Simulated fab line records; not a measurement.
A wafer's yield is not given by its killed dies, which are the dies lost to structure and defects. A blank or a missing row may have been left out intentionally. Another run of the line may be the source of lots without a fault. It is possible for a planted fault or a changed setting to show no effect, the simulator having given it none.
Which of the tools did it? | flow sky130 | Sampling: 10 lots, 30 wafers, 6 of 708 route steps

## WHAT THE GAUGES READ, wafer by wafer
SKY_LDD_LDN_OVL_MEAS_07.
lot  | measured     | on         | LDD_LDN_OVL (nm)
L867 | day 23 04:28 | overlay-01 | -0.3 -1.1 0.0
L869 | day 23 17:34 | overlay-02 | -3.8 -3.7 -2.4
L870 | day 24 00:34 | overlay-01 | 0.4 -0.4 0.9
L873 | day 25 01:59 | overlay-01 | 0.7 1.1 0.0
L874 | day 25 12:14 | overlay-01 | -0.2 0.3 -1.3
L876 | day 26 06:54 | overlay-01 | -1.9 -1.0 -1.4
L879 | day 27 05:40 | overlay-02 | -0.5 -1.3 -1.5
L880 | day 27 16:16 | overlay-01 | -0.8 2.2 -0.2
L885 | day 29 07:39 | overlay-02 | -0.3 -0.6 0.9
L886 | day 29 10:55 | overlay-02 | 1.1 1.5 1.4

SKY_SD_N_RS_MEAS_16: the measuring method here is four-point-probe.
lot  | measured     | on            | SD_N_RS (ohm/sq)
L867 | day 28 05:13 | film-metro-01 | 68.51 68.78 68.43
L869 | day 28 18:25 | film-metro-03 | 68.73 68.67 68.64
L870 | day 29 00:03 | film-metro-01 | 68.69 68.65 68.68
L873 | day 30 01:16 | film-metro-01 | 68.56 68.65 68.57
L874 | day 30 10:29 | film-metro-03 | 68.63 68.76 68.65
L876 | day 31 03:16 | film-metro-01 | 68.34 68.52 68.33
L879 | day 32 03:46 | film-metro-02 | 68.37 68.19 68.35
L880 | day 32 11:44 | film-metro-02 | 68.31 68.38 68.36
L885 | day 34 01:35 | film-metro-01 | 66.82 66.87 67.13
L886 | day 34 03:57 | film-metro-03 | 66.76 67.12 66.95

## EACH LOT AND THE TOOL THAT RAN IT (in order: tool; ch and the chambers of the sampled wafers; start)
lot  | SKY_LDD_N_STRIP_16                   | SKY_LDD_P_STRIP_10                   | SKY_SD_N_IMPLANT_09             | SKY_SD_N_STRIP_11
L867 | plasma-asher-04 ch 0,1, day 18 02:30 | plasma-asher-03 ch 0,1, day 19 08:37 | implanter-01 ch 0, day 28 04:29 | plasma-asher-01 ch 0,1, day 28 04:46
L869 | plasma-asher-02 ch 0,1, day 18 15:56 | plasma-asher-03 ch 0,1, day 19 22:22 | implanter-02 ch 0, day 28 17:44 | plasma-asher-01 ch 0,1, day 28 18:02
L870 | plasma-asher-01 ch 0,1, day 18 22:44 | plasma-asher-02 ch 0,1, day 20 06:07 | implanter-01 ch 0, day 28 23:22 | plasma-asher-02 ch 0,1, day 28 23:40
L873 | plasma-asher-02 ch 0,1, day 20 01:16 | plasma-asher-03 ch 0,1, day 21 08:29 | implanter-04 ch 0, day 30 00:32 | plasma-asher-01 ch 0,1, day 30 00:48
L874 | plasma-asher-04 ch 0,1, day 20 12:32 | plasma-asher-04 ch 0,1, day 21 18:41 | implanter-04 ch 0, day 30 09:47 | plasma-asher-01 ch 0,1, day 30 10:04
L876 | plasma-asher-01 ch 0,1, day 21 08:26 | plasma-asher-04 ch 0,1, day 22 15:19 | implanter-02 ch 0, day 31 02:35 | plasma-asher-01 ch 0,1, day 31 02:53
L879 | plasma-asher-04 ch 0,1, day 22 05:59 | plasma-asher-02 ch 0,1, day 23 11:58 | implanter-04 ch 0, day 32 03:05 | plasma-asher-01 ch 0,1, day 32 03:22
L880 | plasma-asher-04 ch 0,1, day 22 17:21 | plasma-asher-04 ch 1, day 23 23:01   | implanter-01 ch 0, day 32 11:03 | plasma-asher-01 ch 0,1, day 32 11:20
L885 | plasma-asher-01 ch 0,1, day 24 12:40 | plasma-asher-03 ch 0,1, day 25 17:32 | implanter-01 ch 0, day 34 00:54 | plasma-asher-04 ch 0,1, day 34 01:12
L886 | plasma-asher-04 ch 0,1, day 24 15:26 | plasma-asher-03 ch 0,1, day 25 21:34 | implanter-01 ch 0, day 34 03:16 | plasma-asher-01 ch 0,1, day 34 03:34
- SKY_LDD_N_STRIP_16: strips in O2/N2.
- SKY_LDD_P_STRIP_10: strips in O2/N2.
- SKY_SD_N_IMPLANT_09
- SKY_SD_N_STRIP_11: strips in O2/N2.

## WHAT THE TOOLS THEMSELVES READ (means of the sampled wafers that have a number; where no wafer has one, the mark that the record gives instead)
SKY_LDD_N_STRIP_16.
lot  | tool            | drypump-motor-current-A (A) | n2-flow-sccm (sccm) | oes-product-au (a.u.) | strip-time-to-endpoint-s (s)
L867 | plasma-asher-04 | 5.19                        | 299.7               | 0.412                 | 4.326
L869 | plasma-asher-02 | 5.62                        | 300.3               | 0.407                 | 4.316
L870 | plasma-asher-01 | 5.23                        | 300.3               | 0.410                 | 4.306
L873 | plasma-asher-02 | 5.61                        | 300.3               | 0.408                 | 4.332
L874 | plasma-asher-04 | 5.17                        | 300.9               | 0.405                 | 4.316
L876 | plasma-asher-01 | 5.03                        | 300.0               | 0.409                 | 4.299
L879 | plasma-asher-04 | 5.21                        | 299.7               | 0.405                 | 4.333
L880 | plasma-asher-04 | 5.16                        | 300.4               | 0.412                 | 4.308
L885 | plasma-asher-01 | 5.24                        | 301.5               | 0.400                 | 4.308
L886 | plasma-asher-04 | 5.20                        | 299.7               | 0.404                 | 4.300

SKY_LDD_P_STRIP_10.
lot  | tool            | drypump-motor-current-A (A) | n2-flow-sccm (sccm) | oes-product-au (a.u.) | strip-time-to-endpoint-s (s)
L867 | plasma-asher-03 | 5.96                        | 300.5               | 0.717                 | 14.25
L869 | plasma-asher-03 | 5.89                        | 300.2               | 0.717                 | 14.13
L870 | plasma-asher-02 | 5.69                        | 299.5               | 0.712                 | 14.15
L873 | plasma-asher-03 | 5.95                        | 299.1               | 0.720                 | 14.26
L874 | plasma-asher-04 | 5.21                        | 299.8               | 0.713                 | 14.15
L876 | plasma-asher-04 | 5.21                        | 300.0               | 0.716                 | 14.13
L879 | plasma-asher-02 | 5.63                        | 300.5               | 0.712                 | 14.15
L880 | plasma-asher-04 | 5.26                        | 300.8               | 0.715                 | 14.24
L885 | plasma-asher-03 | 5.90                        | 300.2               | 0.715                 | 14.22
L886 | plasma-asher-03 | 5.96                        | 300.1               | 0.716                 | 14.23

SKY_SD_N_IMPLANT_09.
lot  | tool         | beam-energy-keV
L867 | implanter-01 | 49.994
L869 | implanter-02 | 49.989
L870 | implanter-01 | 50.024
L873 | implanter-04 | 50.001
L874 | implanter-04 | 50.008
L876 | implanter-02 | 49.988
L879 | implanter-04 | 50.018
L880 | implanter-01 | 49.998
L885 | implanter-01 | 52.506
L886 | implanter-01 | 52.491

SKY_SD_N_STRIP_11.
lot  | tool            | drypump-motor-current-A (A) | n2-flow-sccm (sccm) | oes-product-au (a.u.) | strip-time-to-endpoint-s (s)
L867 | plasma-asher-01 | 5.0                         | 299.9               | 0.528                 | 22.59
L869 | plasma-asher-01 | 5.2                         | 300.4               | 0.526                 | 22.50
L870 | plasma-asher-02 | 5.7                         | 300.2               | 0.524                 | 22.53
L873 | plasma-asher-01 | 5.0                         | 301.0               | 0.528                 | 22.50
L874 | plasma-asher-01 | 5.0                         | 299.9               | 0.523                 | 22.52
L876 | plasma-asher-01 | 5.0                         | 300.0               | 0.524                 | 22.59
L879 | plasma-asher-01 | 5.0                         | 299.4               | 0.524                 | 22.53
L880 | plasma-asher-01 | 5.0                         | 299.0               | 0.523                 | 22.61
L885 | plasma-asher-04 | 5.2                         | 300.3               | 0.522                 | 22.99
L886 | plasma-asher-01 | 5.2                         | 300.3               | 0.524                 | 22.99

## THE ANSWER, worked out from the rows above alone
Rule: the lots themselves supply what counts as usual. The widest of any qualifying gaps counts: lots, ordered by their means at a reading, are off when they make up no more than a third of the lots, leave a main group of 4 or more, and stand apart from it by 3 or more times the standard deviation of that group's means. A main group is skipped when, at the precision printed for the reading in the tables above, its means are all equal. A lot without any number at a reading at which 4 lots or more have one is off too. Any other lot the step has rows for is counted as sound. First the gauges in route order, then the tools' own readings, where a lot's mean is used as printed above. At the first step where some lot is off, the reading lying furthest off is the one used; lots without a number count as furthest.
Off: L885, L886, seen at SKY_SD_N_RS_MEAS_16 (SD_N_RS). For the main group the mean is 68.53 ohm/sq and the standard deviation 0.15.
If a tool, at a process step before that reading, ran all the lots that are off and no sound lot after the first of them, it fits. The gauges at SKY_SD_N_RS_MEAS_16 aren't tried: what is off there is off at SKY_SD_N_IMPLANT_09 too, on other tools, and a gauge's error can't cause that. 2 tools fit, plasma-asher-03 at SKY_LDD_P_STRIP_10 and implanter-01 at SKY_SD_N_IMPLANT_09, so this cannot tell which one it is.

## WHAT HAD BEEN PUT IN BY THE SIMULATOR
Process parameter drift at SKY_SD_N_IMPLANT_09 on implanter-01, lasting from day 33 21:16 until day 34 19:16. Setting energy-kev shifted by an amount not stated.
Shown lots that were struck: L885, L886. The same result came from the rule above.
